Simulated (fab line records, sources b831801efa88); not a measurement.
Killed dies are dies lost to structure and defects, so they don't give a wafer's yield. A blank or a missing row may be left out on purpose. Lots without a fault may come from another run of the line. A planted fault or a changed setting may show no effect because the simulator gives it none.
A struck lot beside a sound one | flow sky130 | 32 steps out of a route of 708
Sound: wafers L633.1, L633.2, L633.6. Struck: wafer L641.5. (L641.3, L641.4 of the same lot were not struck and are left out.) The cause comes at the end.
At each step with rows: each side's tool, then ch and its chambers, then its first start. Under that, the readings that differ: sound wafers | struck wafers | difference of the means | sigmas: that difference in standard deviations of wafers without a fault.
alike: readings whose means differ by less than 2 such deviations, and words and numbers that are the same on both sides. not compared: withheld readings, readings that some wafer has no value for, bounds like >300 that may hide the same value, and numbers for which the record gives no deviation and whose values overlap.
The two part at a step that has a row with sigmas, a row that says differs or no value, or rows on one side only. Numbers that don't overlap but have no deviation are shown without sigmas and don't part them. A reading that every wafer of one side lacks parts them only if that side has two wafers or more.

first, 3 steps without rows for these wafers: SKY_CONTACT_STRIP_20 (strips in post etch residue remover, time 1200 s); SKY_CONTACT_CLEAN_21 (cleans in IPA, time 180 s); SKY_CONTACT_CLEAN_22 (cleans in O3/DIW).
SKY_CONTACT_SPUTTER_23: material TiN, target thk 20 nm, time 80 s.
  sound on pvd_sputter-03, day 33 16:34; struck on pvd_sputter-03, day 35 22:44
  alike: throttle_valve_pct
then, 1 step without rows for these wafers: SKY_CONTACT_CVD_24 (deposits W, target thk 340 nm, time 102.12 s).
SKY_CONTACT_RS_MEAS_25: measures by four-point-probe.
  sound on film_metro-02, day 33 16:44; struck on film_metro-02, day 35 22:57
  reading               | sound             | struck | difference | sigmas
  CONTACT_W_RS (ohm/sq) | 0.339 0.337 0.334 | 0.344  | +0.007     | +2
SKY_CONTACT_THK_MEAS_26: measures by xrf.
  sound on film_metro-02, day 33 16:52; struck on film_metro-02, day 35 23:03
  alike: CONTACT_W_THK
SKY_CONTACT_CMP_27: polishes, stops on SiO2, t overpolish 15 s, target thk 0 nm.
  sound on cmp-01 ch 0,1,3, day 33 16:58; struck on cmp-01 ch 1, day 35 23:05
  reading                | sound             | struck | difference | sigmas
  platen_rpm (rpm)       | 59.97 60.10 60.03 | 59.92  | -0.11      | -3
  time_to_endpoint_s (s) | 80 77 80          | 88     | +9         | +3
  alike: motor_current_A, overpolish_run_s
then, 2 steps without rows for these wafers: SKY_METAL1_SPUTTER_00 (material Ti, target thk 15 nm, time 10 s); SKY_METAL1_SPUTTER_01 (material TiN, target thk 20 nm, time 16.7 s).
SKY_METAL1_SPUTTER_02: material AlCu, target thk 250 nm, time 13.3 s.
  sound on pvd_sputter-01, day 33 17:16; struck on pvd_sputter-02, day 35 23:26
  alike: throttle_valve_pct
SKY_METAL1_SPUTTER_03: material Ti, target thk 5 nm, time 3.3 s.
  sound on pvd_sputter-01, day 33 17:17; struck on pvd_sputter-02, day 35 23:28
  alike: throttle_valve_pct
SKY_METAL1_SPUTTER_04: material TiN, target thk 70 nm, time 58.3 s.
  sound on pvd_sputter-01, day 33 17:19; struck on pvd_sputter-02, day 35 23:29
  reading                                    | sound             | struck | difference | sigmas
  model.TiN_of_METAL1_SPUTTER_04.thk_nm (nm) | 68.79 69.38 69.35 | 106.4  | +37.2      |
  alike: throttle_valve_pct
SKY_METAL1_RS_MEAS_05: measures by four-point-probe.
  sound on film_metro-02, day 33 17:22; struck on film_metro-04, day 35 23:34
  alike: METAL1_ALCU_RS
SKY_METAL1_THK_MEAS_06: measures by xrf.
  sound on film_metro-02, day 33 17:29; struck on film_metro-04, day 35 23:40
  reading              | sound       | struck | difference | sigmas
  METAL1_ALCU_THK (nm) | 248 251 250 | 236    | -14        | -4
then, 8 steps without rows for these wafers: SKY_METAL1_DEHYDRATE_07 (time 60 s); SKY_METAL1_HMDS_08 (prime time 60 s); SKY_METAL1_COAT_09 (resist thk 60 nm); SKY_METAL1_COAT_10 (resist thk 450 nm); SKY_METAL1_SOFTBAKE_11 (time 90 s); SKY_METAL1_EXPOSE_12 (exposes mask MM1, target cd 140 nm); SKY_METAL1_PEB_13; SKY_METAL1_DEVELOP_14 (develop time 60 s).
SKY_METAL1_CD_MEAS_15: target cd 140 nm.
  sound on cd_sem-02, day 34 20:50; struck on cd_sem-02, day 37 01:23
  alike: cd_nm
SKY_METAL1_OVL_MEAS_16:
  sound on overlay-02, day 34 20:57; struck on overlay-01, day 37 01:29
  alike: METAL1_OVL
then, 3 steps without rows for these wafers: SKY_METAL1_DESCUM_17 (chemistry O2, time 8 s); SKY_METAL1_ETCH_18 (etches BARC in N2/H2, stops on SiO2, time 45.9 s, target depth 60 nm); SKY_METAL1_METAL_ETCH_19 (etches the open film in Cl2/BCl3, stops on SiO2, target depth 360 nm, time 78 s).
SKY_METAL1_STRIP_20: strips in O2/N2.
  sound on plasma_asher-02 ch 0,1, day 34 21:10; struck on plasma_asher-04 ch 1, day 37 01:44
  alike: drypump_motor_current_A, oes_product_au, strip_time_to_endpoint_s
  not compared: rf_hours_counter_h
SKY_METAL1_STRIP_21: strips in post etch residue remover, time 1200 s.
  sound on wet_bench-03 ch 0, day 34 21:16; struck on wet_bench-03 ch 0, day 37 01:47
  reading                                    | sound             | struck | difference | sigmas
  model.TiN_of_METAL1_SPUTTER_04.thk_nm (nm) | 68.37 68.97 68.94 | 106    | +37        |
then, 1 step without rows for these wafers: SKY_METAL1_CLEAN_22 (cleans in IPA, time 180 s).
-- the record jumps here: 12 days lie between the struck wafers' starts before and after (it left off in module METAL1 and takes up again in module PAD_OPEN, whose first step shown is number 708 of the route) --
SKY_PAD_OPEN_PROBE_99:
  sound on prober-01, day 47 14:00; struck on prober-02, day 49 04:25
  reading                       | sound          | struck | difference | sigmas
  model.etest.via1_chain.rc_ohm | 15.51 15.69 16 | 19.14  | +3.41      |
  alike: defect_limited_yield, killed_at_M0_to_M3, killed_at_M4_up, killed_at_contacts, killed_at_front_end, killed_at_other, killed_dies, killed_open, killed_short, sort_bin_3_pad_short, sort_bin_5_function, sort_bin_6_memory, sort_n_pass, sort_yield_pct

WHERE THEY PART
First at SKY_CONTACT_RS_MEAS_25; last, within this record, at SKY_METAL1_THK_MEAS_06. Later steps at which nothing parts them and some readings are alike: SKY_METAL1_CD_MEAS_15, SKY_METAL1_OVL_MEAS_16, SKY_METAL1_STRIP_20, SKY_PAD_OPEN_PROBE_99.

WHY: what the simulator had put in
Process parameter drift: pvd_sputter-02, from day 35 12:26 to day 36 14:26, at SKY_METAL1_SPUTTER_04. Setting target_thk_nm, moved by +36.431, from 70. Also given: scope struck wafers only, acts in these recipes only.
